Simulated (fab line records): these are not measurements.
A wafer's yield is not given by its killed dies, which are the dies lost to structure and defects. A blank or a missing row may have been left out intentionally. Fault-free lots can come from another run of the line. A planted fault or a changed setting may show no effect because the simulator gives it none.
Code-filled problem report in 8D (eight disciplines) form | flow gf180mcu | the parts of the form that need people (team, actions taken, sign-off) are left out

== 1. WHAT WENT WRONG ==
Mean V3_W_RS at GF_V3_RS_MEAS_24: 0.237 ohm/sq over 6 wafers in 2 lots; fault-free wafers: 0.327 ohm/sq, standard deviation 0.0031. Relative to the usual mean, that is a shift of -29 standard deviations.
The step: measures by four-point-probe.
The first sign was on wafer L719.1 at day 27 08:20, on filmMetro-04. The record has a number at this step for 30 wafers belonging to 10 lots. Rule for "out", or "out of limits": more than 4 standard deviations from the usual mean. All remaining wafers that have a number are taken as sound.

== 2. WHAT IT IS, AND WHAT IT ISN'T ==
question                    | is                         | is not
which readings at this step | V3_W_RS                    | -
which lots                  | L719, L720                 | L705, L707, L709, L712, L714, L716, L717, L718
which wafers of those lots  | all that have a number     | -
read on which gauges        | filmMetro-03, filmMetro-04 | filmMetro-01
when                        | from day 27 08:20          | up to then (24 sound wafers)

== 3. SUSPECTS, AND WHAT RULES EACH OUT ==
Counting: a tool at a process step up to the reading stays a suspect if it ran every lot that is out and no sound lot after the first of them.
- the gauge at GF_V3_RS_MEAS_24 has been ruled out. Those wafers that are out were read across 2 gauges (filmMetro-03, filmMetro-04).
- rieDiel-04 at GF_V3_ETCH_17 (etches SiO2 in C4F8/O2/Ar, stops on TiN, target depth 635 nm): kept. It processed each lot that is out, first L719 at day 27 07:36, and no sound lot thereafter; up to then, the last sound lot it processed was L718 at day 26 22:36. Because GF_V3_ETCH_17 lacks a start for some lots, the hours and order of its lots are taken from GF_V3_STRIP_18.
- cvdW-01 at GF_V3_CVD_23 (deposits W, target thk 350 nm, time 104.9 s): kept. It processed each lot that is out, first L719 at day 27 08:14, and no sound lot thereafter; up to then, the last sound lot it processed was L718 at day 26 23:14. On those wafers its own readings are out: susceptorTempC.
Left after counting: rieDiel-04 at GF_V3_ETCH_17, cvdW-01 at GF_V3_CVD_23.

== 4. THE CAUSE (what the simulator had put in) ==
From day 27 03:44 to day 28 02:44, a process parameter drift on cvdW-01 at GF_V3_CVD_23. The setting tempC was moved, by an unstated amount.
2 suspects survive the count, and this tool is in that group.

== 5. SEQUENCE OF EFFECTS, ordered by route ==
Each row: a reading where the mean over the struck wafers with a number is more than 3 standard deviations away from the usual. Only readings for which the record gives a usual standard deviation are gone through. hours: the time from each lot's start at the first step in this table that gives one to its start at this step, as a median over the lots. sigmas: the change in usual standard deviations.
hours | step              | reading         | usual        | on struck wafers | change | sigmas
0     | GF_V3_CVD_23      | susceptorTempC  | 399.95 C     | 418.23           | +18.28 | +76
0     | GF_V3_RS_MEAS_24  | V3_W_RS         | 0.327 ohm/sq | 0.237            | -0.090 | -29
7     | GF_V3_THK_MEAS_25 | V3_W_THK        | 351 nm       | 481              | +130   | +23
11    | GF_V3_CMP_26      | timeToEndpointS | 86 s         | 116              | +30    | +9.2
Here are the process steps it includes:
- GF_V3_CVD_23: deposits W, target thk 350 nm, time 104.9 s.
- GF_V3_CMP_26: polishes, stops on SiO2, t overpolish 15 s, target thk 0 nm.

== 6. HOW IT WOULD HAVE BEEN CAUGHT EARLIER ==
In this record the first reading out of limits at a measuring or inspecting step was taken at day 27 08:20, 5 hours after the fault began at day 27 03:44.
At GF_V3_CVD_23, the tool's own readings (susceptorTempC) were out on each struck wafer the step has a row for, so an alarm limit on them would have fired on the first such wafer.
Lots out: 2; of these, L720 started GF_V3_CVD_23 on cvdW-01 after day 27 08:20. A tool hold placed at that time would have kept it from harm.
